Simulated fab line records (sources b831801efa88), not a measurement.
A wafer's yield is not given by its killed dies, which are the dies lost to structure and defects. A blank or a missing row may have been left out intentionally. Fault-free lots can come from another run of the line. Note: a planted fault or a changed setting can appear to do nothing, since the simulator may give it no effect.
A lot that was struck, set against a sound lot ; flow sky130 ; 15 out of 708 route steps
Sound: these wafers, L497.1, L497.5, L497.6. The struck wafers were L504.2, L504.4, L504.6. The cause comes at the end.
Per side, at each step with rows, come the tool, then ch with its chambers, and then its first start. Under that, the readings that differ: sound wafers ; struck wafers ; difference of the means ; sigmas: that difference in standard deviations of wafers without a fault.
alike: readings whose means differ by less than 2 such deviations, and words and numbers that are the same on both sides. not compared: withheld readings, readings that some wafer has no value for, bounds like >300 that may hide the same value, and numbers for which the record gives no deviation and whose values overlap.
The two part at a step that has a row with sigmas, a row that says differs or no value, or rows on one side only. When numbers do not overlap yet have no deviation, they are printed without sigmas and do not part them. A reading that every wafer of one side lacks parts them only if that side has two wafers or more.

SKY_LDD_HVP_OVL_MEAS_07:
  sound on overlay-01 at day 23 18:26; struck on overlay-02 at day 26 00:26
  alike: LDD_HVP_OVL
then, 1 step without rows for these wafers: SKY_LDD_HVP_IMPLANT_08.
SKY_LDD_HVP_STRIP_09: strips in O2/N2.
  sound on plasmaAsher-02 ch 0,1, day 23 18:38; struck on plasmaAsher-02 ch 0, day 26 00:37
  alike: drypumpMotorCurrentA, oesProductAu, stripTimeToEndpointS
  not compared: rfHoursCounterH
SKY_LDD_HVP_TW_MEAS_10:
  sound on filmMetro-01 at day 23 18:44; struck on filmMetro-04 at day 26 00:43
  alike: LDD_HVP_TW
then, 7 steps without rows for these wafers: SKY_LDD_LDN_DEHYDRATE_00 (time 60 s); SKY_LDD_LDN_HMDS_01 (prime time 60 s); SKY_LDD_LDN_COAT_02 (resist thk 1140 nm); SKY_LDD_LDN_SOFTBAKE_03 (time 60 s); SKY_LDD_LDN_EXPOSE_04 (exposes mask LDNTM, target cd 700 nm); SKY_LDD_LDN_PEB_05; SKY_LDD_LDN_DEVELOP_06 (develop time 60 s).
SKY_LDD_LDN_OVL_MEAS_07:
  sound on overlay-02 at day 25 00:40; struck on overlay-02 at day 27 05:38
  alike: LDD_LDN_OVL
SKY_LDD_LDN_IMPLANT_08:
  sound on implanter-02 ch 0, day 25 00:42; struck on implanter-04 ch 0, day 27 05:41
reading;sound;struck;difference;sigmas
beamEnergyKeV;14.998 14.996 15.001;18.260 18.256 18.259;+3.260;+99 or more
model.implant.rpNm (nm);12.66 12.66 12.66;14.84 14.84 14.84;+2.18;
model.implant.drpNm (nm);5.933 5.933 5.933;6.774 6.774 6.774;+0.841;
  alike: endStationPressureTorr
then, 1 step without rows for these wafers: SKY_LDD_LDN_IMPLANT_09.
-- a jump in the record: the struck wafers' starts before and after are 22 days apart (it breaks off in module LDD_LDN and resumes in module PAD_OPEN, where the first step shown is number 708 of the route) --
SKY_PAD_OPEN_PROBE_99:
  sound on prober-01 at day 47 06:44; struck on prober-02 at day 48 18:09
reading;sound;struck;difference;sigmas
model.etest.tipSonos.rsOhmSq;2629 2604 2614;2515 2509 2478;-115;
  alike: killed_at_M0_to_M3, killed_at_M4_up, killedAtContacts, killedAtFrontEnd, killedAtOther, killedDies, killedOpen, killedShort

## WHERE THEY PART
Within this record, at SKY_LDD_LDN_IMPLANT_08 only. Later steps at which nothing parts them and some readings are alike: SKY_PAD_OPEN_PROBE_99.

WHY: what the simulator had put in
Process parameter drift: implanter-04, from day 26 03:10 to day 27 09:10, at SKY_LDD_LDN_IMPLANT_08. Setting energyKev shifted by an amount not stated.
